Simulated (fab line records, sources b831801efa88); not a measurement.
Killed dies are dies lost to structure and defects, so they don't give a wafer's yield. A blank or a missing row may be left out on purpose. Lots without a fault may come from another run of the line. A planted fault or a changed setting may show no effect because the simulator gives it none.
A struck lot beside a sound one | flow gf180mcu | 19 steps out of a route of 602
Sound: wafers L421.1, L421.4, L421.5. Struck: wafers L436.4, L436.6. (L436.3 of the same lot was not struck and is left out.) The cause comes at the end.
At each step with rows: each side's tool, then ch and its chambers, then its first start. Under that, the readings that differ: sound wafers | struck wafers | difference of the means | sigmas: that difference in standard deviations of wafers without a fault.
alike: readings whose means differ by less than 2 such deviations, and words and numbers that are the same on both sides. not compared: withheld readings, readings that some wafer has no value for, bounds like >300 that may hide the same value, and numbers for which the record gives no deviation and whose values overlap.
The two part at a step that has a row with sigmas, a row that says differs or no value, or rows on one side only. Numbers that don't overlap but have no deviation are shown without sigmas and don't part them. A reading that every wafer of one side lacks parts them only if that side has two wafers or more.

first, 1 step without rows for these wafers: GF_CONTACT_CMP_27 (polishes, stops on SiO2, t overpolish 15 s, target thk 0 nm).
GF_M1_SPUTTER_00: material Ti, target thk 37.5 nm, time 150 s.
  sound on pvd_sputter-03, day 17 06:06; struck on pvd_sputter-02, day 22 16:58
  alike: throttle_valve_pct
GF_M1_SPUTTER_01: material TiN, target thk 30 nm, time 25 s.
  sound on pvd_sputter-03, day 17 06:12; struck on pvd_sputter-02, day 22 17:04
  alike: throttle_valve_pct
then, 1 step without rows for these wafers: GF_M1_SPUTTER_02 (material AlCu, target thk 450 nm, time 23.9 s).
GF_M1_SPUTTER_03: material Ti, target thk 10 nm, time 6.7 s.
  sound on pvd_sputter-03, day 17 06:16; struck on pvd_sputter-02, day 22 17:08
  alike: throttle_valve_pct
GF_M1_SPUTTER_04: material TiN, target thk 50 nm, time 41.7 s.
  sound on pvd_sputter-03, day 17 06:17; struck on pvd_sputter-02, day 22 17:10
  alike: throttle_valve_pct
GF_M1_RS_MEAS_05: measures by four-point-probe.
  sound on film_metro-02, day 17 06:19; struck on film_metro-02, day 22 17:14
  alike: M1_ALCU_RS
GF_M1_THK_MEAS_06: measures by xrf.
  sound on film_metro-02, day 17 06:26; struck on film_metro-02, day 22 17:20
  alike: M1_ALCU_THK
then, 4 steps without rows for these wafers: GF_M1_DEHYDRATE_07 (time 60 s); GF_M1_HMDS_08 (prime time 60 s); GF_M1_COAT_09 (resist thk 1000 nm); GF_M1_SOFTBAKE_10 (time 60 s).
GF_M1_EXPOSE_11: exposes mask Metal1, target cd 230 nm.
  sound on krf_scanner-01 ch 0, day 17 17:50; struck on krf_scanner-01 ch 0, day 23 05:00
  alike: mask
then, 2 steps without rows for these wafers: GF_M1_PEB_12 (peb time 90 s); GF_M1_DEVELOP_13 (develop time 60 s).
GF_M1_CD_MEAS_14: target cd 230 nm.
  sound on cd_sem-01, day 18 05:25; struck on cd_sem-01, day 23 16:06
  reading    | sound             | struck      | difference | sigmas
  cd_nm (nm) | 232.3 231.5 232.3 | 175.2 176.9 | -56.0      | -56
GF_M1_OVL_MEAS_15:
  sound on overlay-01, day 18 05:32; struck on overlay-02, day 23 16:11
  alike: M1_OVL
GF_M1_METAL_ETCH_16: etches the open film in Cl2/BCl3, stops on SiO2, target depth 627.5 nm, time 104.6 s.
  sound on rie_metal-02 ch 0,1, day 18 05:34; struck on rie_metal-01 ch 0, day 23 16:15
  reading             | sound             | struck      | difference | sigmas
  model.M1.cd_nm (nm) | 237.4 229.7 234.4 | 174.7 174.6 | -59.2      |
  alike: drypump_motor_current_A, oes_product_au, rf_fwd_power_W, throttle_valve_pct
  not compared: rf_hours_counter_h
GF_M1_STRIP_17: strips in O2/N2.
  sound on plasma_asher-03 ch 0,1, day 18 05:41; struck on plasma_asher-04 ch 0,1, day 23 16:22
  alike: drypump_motor_current_A, heater_power_w, oes_product_au, strip_time_to_endpoint_s
  not compared: rf_hours_counter_h

WHERE THEY PART
Only at GF_M1_CD_MEAS_14, within this record. Later steps at which nothing parts them and some readings are alike: GF_M1_OVL_MEAS_15, GF_M1_METAL_ETCH_16, GF_M1_STRIP_17.

WHY: what the simulator had put in
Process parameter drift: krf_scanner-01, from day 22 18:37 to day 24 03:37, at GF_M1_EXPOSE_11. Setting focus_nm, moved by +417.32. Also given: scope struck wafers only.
